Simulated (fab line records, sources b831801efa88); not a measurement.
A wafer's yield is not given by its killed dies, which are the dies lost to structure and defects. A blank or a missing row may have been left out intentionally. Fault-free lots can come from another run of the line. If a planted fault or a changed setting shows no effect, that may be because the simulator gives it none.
Which tool was responsible? | flow gf180mcu | 24 lots, 72 wafers sampled, at 6 steps of a route of 602

## WHAT EACH GAUGE READ, for each wafer
GF_CONTACT_CD_MEAS_14: target cd 220 nm. Usual: cd-nm 220.4 nm, standard deviation 1.3.
lot  | measured     | on        | cd-nm (nm)        | flag
L074 | day 16 06:45 | cd-sem-02 | 219.1 220.9 220.5 |
L075 | day 16 13:20 | cd-sem-02 | 219.9 221.1 221.5 |
L076 | day 16 14:44 | cd-sem-02 | 220.9 220.0 219.6 |
L077 | day 17 01:32 | cd-sem-01 | 221.0 221.2 220.6 |
L078 | day 17 05:51 | cd-sem-02 | 223.3 222.5 221.1 |
L080 | day 18 12:36 | cd-sem-02 | 219.8 219.3 219.4 |
L079 | day 18 13:07 | cd-sem-02 | 220.3 220.0 220.9 |
L081 | day 18 18:48 | cd-sem-01 | 218.5 219.2 218.9 |
L082 | day 18 23:18 | cd-sem-02 | 221.9 222.0 220.7 |
L083 | day 19 18:49 | cd-sem-02 | 217.1 219.1 218.7 |
L085 | day 20 01:08 | cd-sem-02 | 219.8 221.9 220.9 |
L084 | day 20 02:39 | cd-sem-02 | 219.2 218.5 219.6 |
L086 | day 20 09:49 | cd-sem-01 | 221.0 221.0 222.5 |
L087 | day 20 11:54 | cd-sem-01 | 218.8 220.5 221.9 |
L088 | day 21 09:37 | cd-sem-01 | 221.0 219.8 220.3 |
L090 | day 22 00:48 | cd-sem-02 | 218.6 219.4 219.3 |
L089 | day 22 01:37 | cd-sem-01 | 221.1 219.6 220.2 |
L091 | day 22 19:55 | cd-sem-02 | 218.8 219.1 220.0 |
L093 | day 22 21:39 | cd-sem-02 | 221.6 220.8 223.1 |
L092 | day 22 23:08 | cd-sem-01 | 219.2 220.1 219.8 |
L094 | day 23 21:03 | cd-sem-01 | 221.6 220.4 221.3 |
L096 | day 24 00:39 | cd-sem-01 | 222.6 221.3 222.2 |
L095 | day 24 02:40 | cd-sem-01 | 221.3 222.1 222.7 |
L097 | day 24 10:56 | cd-sem-02 | 220.4 219.4 218.4 |

GF_M3_THK_MEAS_06: measures by xrf. Usual: M3_ALCU_THK typically reads 443 nm, with standard deviation 5.6.
lot  | measured     | on            | M3_ALCU_THK (nm) | flag
L074 | day 20 12:04 | film-metro-02 | 443 439 448      |
L075 | day 20 20:03 | film-metro-01 | 438 435 440      |
L076 | day 20 22:35 | film-metro-01 | 443 436 448      |
L077 | day 21 09:26 | film-metro-02 | 442 449 441      |
L078 | day 21 12:38 | film-metro-02 | 456 451 442      |
L080 | day 22 20:43 | film-metro-04 | 450 446 444      |
L079 | day 22 23:16 | film-metro-04 | 441 444 449      |
L081 | day 23 02:11 | film-metro-02 | 444 448 446      |
L082 | day 23 07:15 | film-metro-04 | 431 446 445      |
L083 | day 24 00:45 | film-metro-04 | 441 437 442      |
L085 | day 24 06:52 | film-metro-01 | 450 450 448      |
L084 | day 24 08:17 | film-metro-01 | 444 443 442      |
L086 | day 24 12:39 | film-metro-02 | 447 446 447      |
L087 | day 24 16:09 | film-metro-04 | 441 443 442      |
L088 | day 25 10:21 | film-metro-01 | 438 427 437      |
L090 | day 26 02:12 | film-metro-01 | 437 441 436      |
L089 | day 26 03:24 | film-metro-04 | 452 451 446      |
L091 | day 26 18:50 | film-metro-04 | 442 452 450      |
L093 | day 26 20:22 | film-metro-01 | 445 442 442      |
L092 | day 26 19:50 | film-metro-01 | 442 442 442      |
L094 | day 27 16:58 | film-metro-02 | 451 447 450      |
L096 | day 27 22:16 | film-metro-01 | 441 440 438      |
L095 | day 27 23:02 | film-metro-01 | 432 424 428      |
L097 | day 28 04:28 | film-metro-04 | 441 443 450      |

GF_V5_OVL_MEAS_15. Usual: V5_OVL typically reads 0 nm, with standard deviation 5.1.
lot  | measured     | on         | V5_OVL (nm) | flag
L074 | day 27 07:28 | overlay-02 | -6 2 -2     |
L075 | day 27 13:32 | overlay-02 | 3 -8 -3     |
L076 | day 27 16:31 | overlay-02 | 4 6 -6      |
L077 | day 27 23:50 | overlay-02 | -8 2 -8     |
L078 | day 28 03:07 | overlay-01 | -3 -2 0     |
L080 | day 29 06:32 | overlay-01 | -11 2 0     |
L079 | day 29 08:21 | overlay-01 | 0 -2 -1     |
L081 | day 29 11:43 | overlay-02 | -5 9 2      |
L082 | day 29 16:59 | overlay-02 | 7 6 -3      |
L083 | day 30 07:29 | overlay-01 | -2 1 1      |
L085 | day 30 11:12 | overlay-02 | 0 4 -1      |
L084 | day 30 12:38 | overlay-02 | 0 0 2       |
L086 | day 30 15:55 | overlay-01 | 13 7 1      |
L087 | day 30 16:45 | overlay-02 | -3 -1 -5    |
L088 | day 31 09:37 | overlay-01 | -1 -2 -2    |
L090 | day 31 21:59 | overlay-01 | -4 -2 1     |
L089 | day 32 00:36 | overlay-01 | -3 9 7      |
L091 | day 32 11:55 | overlay-01 | 5 5 0       |
L093 | day 32 13:19 | overlay-02 | -2 6 -5     |
L092 | day 32 13:00 | overlay-02 | -5 -9 -10   |
L094 | day 33 05:31 | overlay-02 | 6 0 15      |
L096 | day 33 10:38 | overlay-02 | 5 9 4       |
L095 | day 33 12:21 | overlay-02 | -3 -2 2     |
L097 | day 33 15:09 | overlay-02 | -2 0 1      |

## WHAT TOOL EACH LOT RAN ON (gives the tool, then ch and the chambers of the sampled wafers, and finally the start)
lot  | GF_V3_ETCH_16                      | GF_M4_SPUTTER_01             | GF_V4_SPUTTER_21
L074 | rie-diel-03 ch 0,2,3, day 22 13:38 | pvd-sputter-01, day 22 15:05 | pvd-sputter-04, day 24 13:53
L075 | rie-diel-04 ch 0,1,2, day 22 20:23 | pvd-sputter-02, day 22 21:53 | pvd-sputter-03, day 24 20:51
L076 | rie-diel-02 ch 0,1,2, day 22 23:05 | pvd-sputter-01, day 23 00:32 | pvd-sputter-04, day 24 23:12
L077 | rie-diel-04 ch 2,3, day 23 08:32   | pvd-sputter-03, day 23 09:59 | pvd-sputter-04, day 25 08:12
L078 | rie-diel-03 ch 0,2,3, day 23 12:17 | pvd-sputter-02, day 23 13:44 | pvd-sputter-03, day 25 10:52
L080 | rie-diel-02 ch 0,1,2, day 24 18:59 | pvd-sputter-02, day 24 20:33 | pvd-sputter-04, day 26 17:18
L079 | rie-diel-03 ch 0,1,3, day 24 21:17 | pvd-sputter-01, day 24 22:47 | pvd-sputter-01, day 26 18:22
L081 | rie-diel-03 ch 0,1,3, day 24 23:56 | pvd-sputter-02, day 25 01:25 | pvd-sputter-04, day 26 22:09
L082 | rie-diel-04 ch 0,1,2, day 25 04:44 | pvd-sputter-03, day 25 06:15 | pvd-sputter-04, day 27 03:19
L083 | rie-diel-02 ch 0,1,3, day 25 21:14 | pvd-sputter-01, day 25 22:47 | pvd-sputter-04, day 27 19:16
L085 | rie-diel-04 ch 0,1,3, day 26 03:02 | pvd-sputter-03, day 26 04:31 | pvd-sputter-04, day 27 23:05
L084 | rie-diel-02 ch 0,2,3, day 26 04:43 | pvd-sputter-03, day 26 06:10 | pvd-sputter-03, day 28 01:30
L086 | rie-diel-04 ch 0,2, day 26 08:17   | pvd-sputter-03, day 26 09:46 | pvd-sputter-01, day 28 05:22
L087 | rie-diel-03 ch 0,1,2, day 26 11:08 | pvd-sputter-02, day 26 12:35 | pvd-sputter-03, day 28 06:37
L088 | rie-diel-04 ch 1,2, day 27 04:14   | pvd-sputter-03, day 27 05:41 | pvd-sputter-03, day 28 22:45
L090 | rie-diel-02 ch 0,3, day 27 18:41   | pvd-sputter-03, day 27 21:25 | pvd-sputter-03, day 29 14:10
L089 | rie-diel-03 ch 1,2, day 27 21:41   | pvd-sputter-02, day 27 23:08 | pvd-sputter-04, day 29 15:33
L091 | rie-diel-04 ch 1,2,3, day 28 11:53 | pvd-sputter-02, day 28 13:34 | pvd-sputter-01, day 30 05:13
L093 | rie-diel-04 ch 1,2, day 28 13:14   | pvd-sputter-03, day 28 14:46 | pvd-sputter-03, day 30 06:59
L092 | rie-diel-03 ch 0,3, day 28 12:53   | pvd-sputter-02, day 28 14:28 | pvd-sputter-01, day 30 06:41
L094 | rie-diel-04 ch 1,2,3, day 29 09:02 | pvd-sputter-03, day 29 10:29 | pvd-sputter-01, day 31 01:32
L096 | rie-diel-03 ch 1,3, day 29 14:02   | pvd-sputter-02, day 29 15:29 | pvd-sputter-01, day 31 06:17
L095 | rie-diel-02 ch 0,1,3, day 29 14:23 | pvd-sputter-03, day 29 15:52 | pvd-sputter-04, day 31 06:29
L097 | rie-diel-03 ch 1,2,3, day 29 19:50 | pvd-sputter-02, day 29 21:19 | pvd-sputter-01, day 31 11:25
- GF_V3_ETCH_16: etches BARC in N2/H2.
- GF_M4_SPUTTER_01: material TiN, target thk 30 nm, time 25 s.
- GF_V4_SPUTTER_21: material Ti, target thk 15 nm, time 80.02 s.

## AS READ BY THE TOOLS THEMSELVES (means over the sampled wafers that have a number; for cases with no such wafer, the mark the record gives instead)
GF_V3_ETCH_16. Usual: drypump-motor-current-A 5.8 A, standard deviation 0.37; oes-product-au 0.855 a.u., standard deviation 0.0047; throttle-valve-pct 13.225 %, standard deviation 0.0098.
lot  | tool        | drypump-motor-current-A (A) | oes-product-au (a.u.) | throttle-valve-pct (%) | flag
L074 | rie-diel-03 | 6.1                         | 0.855                 | 13.221                 |
L075 | rie-diel-04 | 5.9                         | 0.852                 | 13.222                 |
L076 | rie-diel-02 | 5.4                         | 0.851                 | 13.215                 |
L077 | rie-diel-04 | 5.9                         | 0.857                 | 13.236                 |
L078 | rie-diel-03 | 6.1                         | 0.854                 | 13.215                 |
L080 | rie-diel-02 | 5.4                         | 0.861                 | 13.216                 |
L079 | rie-diel-03 | 6.0                         | 0.851                 | 13.219                 |
L081 | rie-diel-03 | 6.0                         | 0.860                 | 13.226                 |
L082 | rie-diel-04 | 5.9                         | 0.854                 | 13.225                 |
L083 | rie-diel-02 | 5.4                         | 0.855                 | 13.227                 |
L085 | rie-diel-04 | 5.7                         | 0.855                 | 13.224                 |
L084 | rie-diel-02 | 5.6                         | 0.857                 | 13.233                 |
L086 | rie-diel-04 | 6.0                         | 0.861                 | 13.214                 |
L087 | rie-diel-03 | 5.8                         | 0.856                 | 13.229                 |
L088 | rie-diel-04 | 6.1                         | 0.854                 | 13.225                 |
L090 | rie-diel-02 | 5.6                         | 0.852                 | 13.220                 |
L089 | rie-diel-03 | 5.6                         | 0.854                 | 13.223                 |
L091 | rie-diel-04 | 5.9                         | 0.853                 | 13.224                 |
L093 | rie-diel-04 | 5.8                         | 0.855                 | 13.226                 |
L092 | rie-diel-03 | 6.2                         | 0.859                 | 13.225                 |
L094 | rie-diel-04 | 5.9                         | 0.857                 | 13.219                 |
L096 | rie-diel-03 | 5.9                         | 0.852                 | 13.229                 |
L095 | rie-diel-02 | 5.4                         | 0.863                 | 13.227                 |
L097 | rie-diel-03 | 5.8                         | 0.856                 | 13.223                 |

GF_M4_SPUTTER_01. Usual: throttle-valve-pct 30.3 %, standard deviation 1.2.
lot  | tool           | throttle-valve-pct (%) | flag
L074 | pvd-sputter-01 | 29.6                   |
L075 | pvd-sputter-02 | 29.8                   |
L076 | pvd-sputter-01 | 30.1                   |
L077 | pvd-sputter-03 | 30.7                   |
L078 | pvd-sputter-02 | 29.6                   |
L080 | pvd-sputter-02 | 29.1                   |
L079 | pvd-sputter-01 | 29.8                   |
L081 | pvd-sputter-02 | 29.4                   |
L082 | pvd-sputter-03 | 31.8                   |
L083 | pvd-sputter-01 | 29.8                   |
L085 | pvd-sputter-03 | 32.0                   |
L084 | pvd-sputter-03 | 31.0                   |
L086 | pvd-sputter-03 | 31.6                   |
L087 | pvd-sputter-02 | 29.7                   |
L088 | pvd-sputter-03 | 30.6                   |
L090 | pvd-sputter-03 | 29.8                   |
L089 | pvd-sputter-02 | 29.3                   |
L091 | pvd-sputter-02 | 29.4                   |
L093 | pvd-sputter-03 | 32.0                   |
L092 | pvd-sputter-02 | 28.7                   |
L094 | pvd-sputter-03 | 31.1                   |
L096 | pvd-sputter-02 | 29.8                   |
L095 | pvd-sputter-03 | 30.9                   |
L097 | pvd-sputter-02 | 29.3                   |

GF_V4_SPUTTER_21. Usual: throttle-valve-pct 30.2 %, standard deviation 1.1.
lot  | tool           | throttle-valve-pct (%) | flag
L074 | pvd-sputter-04 | 29.4                   |
L075 | pvd-sputter-03 | 30.8                   |
L076 | pvd-sputter-04 | 29.2                   |
L077 | pvd-sputter-04 | 29.9                   |
L078 | pvd-sputter-03 | 30.8                   |
L080 | pvd-sputter-04 | 30.0                   |
L079 | pvd-sputter-01 | 29.7                   |
L081 | pvd-sputter-04 | 29.5                   |
L082 | pvd-sputter-04 | 29.1                   |
L083 | pvd-sputter-04 | 29.1                   |
L085 | pvd-sputter-04 | 29.5                   |
L084 | pvd-sputter-03 | 32.1                   |
L086 | pvd-sputter-01 | 29.7                   |
L087 | pvd-sputter-03 | 31.6                   |
L088 | pvd-sputter-03 | 31.7                   |
L090 | pvd-sputter-03 | 31.9                   |
L089 | pvd-sputter-04 | 29.9                   |
L091 | pvd-sputter-01 | 30.0                   |
L093 | pvd-sputter-03 | 30.6                   |
L092 | pvd-sputter-01 | 30.0                   |
L094 | pvd-sputter-01 | 30.1                   |
L096 | pvd-sputter-01 | 30.0                   |
L095 | pvd-sputter-04 | 30.0                   |
L097 | pvd-sputter-01 | 29.8                   |

## THE ANSWER, worked out from the rows above alone
Rule: lot off if the mean of its wafers having a number is beyond 3 standard deviations from the usual mean. Also off: a lot with no number at a reading for which 4 or more lots have one. The other lots that the step has rows for count as sound. After the gauges, taken in route order, come the tools' own readings; for these a lot's mean is taken, as printed above. At the first step where some lot is off, the reading lying furthest off is the one used; lots without a number count as furthest.
Nothing can be told from this: no lot is off at any reading shown.

## WHAT THE SIMULATOR HAD INSERTED
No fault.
